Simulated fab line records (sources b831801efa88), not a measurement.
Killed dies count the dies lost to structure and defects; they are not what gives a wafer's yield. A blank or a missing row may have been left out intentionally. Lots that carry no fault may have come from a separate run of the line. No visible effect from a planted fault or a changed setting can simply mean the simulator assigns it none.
8D (eight disciplines) problem report, filled in by code	flow sky130	the parts of the form that need people (team, actions taken, sign-off) are left out

== 1. THE ISSUE ==
Wafers without a fault read 3.54 s, standard deviation 0.032; strip_time_to_endpoint_s at SKY_FIELD_ISO_STRIP_16 reads a mean of 3.32 s on 4 wafers belonging to 3 lots. Relative to the usual mean, that is a shift of -6.9 standard deviations.
The step: strips in O2/N2.
Earliest sighting: wafer L627.3 on plasma_asher-03 at day 2 21:18. The record holds 12 wafers of 5 lots with a number at this step. By rule, "out" or "out of limits" means more than 4 standard deviations away from the usual mean. The other wafers with a number count as sound.

== 2. WHAT IT IS AND WHAT IT IS NOT ==
question	is	is not
which readings at this step	strip_time_to_endpoint_s	drypump_motor_current_A
which lots	L627, L630, L632	L626, L629
which wafers of those lots	L627.3, L627.4, L630.4, L632.3	L630.6, L632.5
read on which tools	plasma_asher-01, plasma_asher-02, plasma_asher-03	-
when	from day 2 21:18	up to then (3 sound wafers); but 5 sound wafers of L629, L630, L632 came after

== 3. THE SUSPECTS, EACH WITH WHAT RULES IT OUT ==
Counting: if a tool at a process step up to the reading ran every lot that is out, it stays a suspect. Sound lots after the first of them don't rule it out here, since some wafers of a struck lot are sound.
- litho_track-04 at SKY_FIELD_ISO_COAT_08 (resist thk 450 nm): kept. Every lot that is out went through it, the first being L627 (day 2 12:00); the last sound lot it ran before that was L626 (day 2 05:00).
The count leaves litho_track-04 at SKY_FIELD_ISO_COAT_08.

== 4. THE CAUSE (what the simulator had put in) ==
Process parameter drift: litho_track-04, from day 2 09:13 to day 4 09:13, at SKY_FIELD_ISO_COAT_08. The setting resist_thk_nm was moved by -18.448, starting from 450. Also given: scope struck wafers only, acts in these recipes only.
This tool alone remained once counting was done.

== 5. THE EFFECT CHAIN, in route order ==
Rows list readings where the struck wafers' mean (over those with a number) sits beyond 3 standard deviations from the usual. Only readings for which the record gives a usual standard deviation are gone through. hours: the time from each lot's start at the first step in this table that gives one to its start at this step, as a median over the lots. sigmas: the change in usual standard deviations.
hours	step	reading	usual	on struck wafers	change	sigmas
0	SKY_FIELD_ISO_STRIP_16	strip_time_to_endpoint_s	3.54 s	3.32	-0.22	-6.9
It contains these process steps:
- SKY_FIELD_ISO_STRIP_16: strips in O2/N2.
At these later measuring or inspecting steps, every struck wafer for which the step has a row has a number for every such reading, and none has moved that far: SKY_LOCAL_INTERCONNECT_CD_MEAS_11, SKY_LOCAL_INTERCONNECT_OVL_MEAS_12.

== 6. WHAT WOULD HAVE CAUGHT IT SOONER ==
In this record the first reading out of limits was taken at day 2 21:18, 12 hours after the fault began at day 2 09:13.
Of the lots that are out (3), L630, L632 began SKY_FIELD_ISO_COAT_08 on litho_track-04 after day 2 21:18. A hold on the tool at that time would have spared those 2.
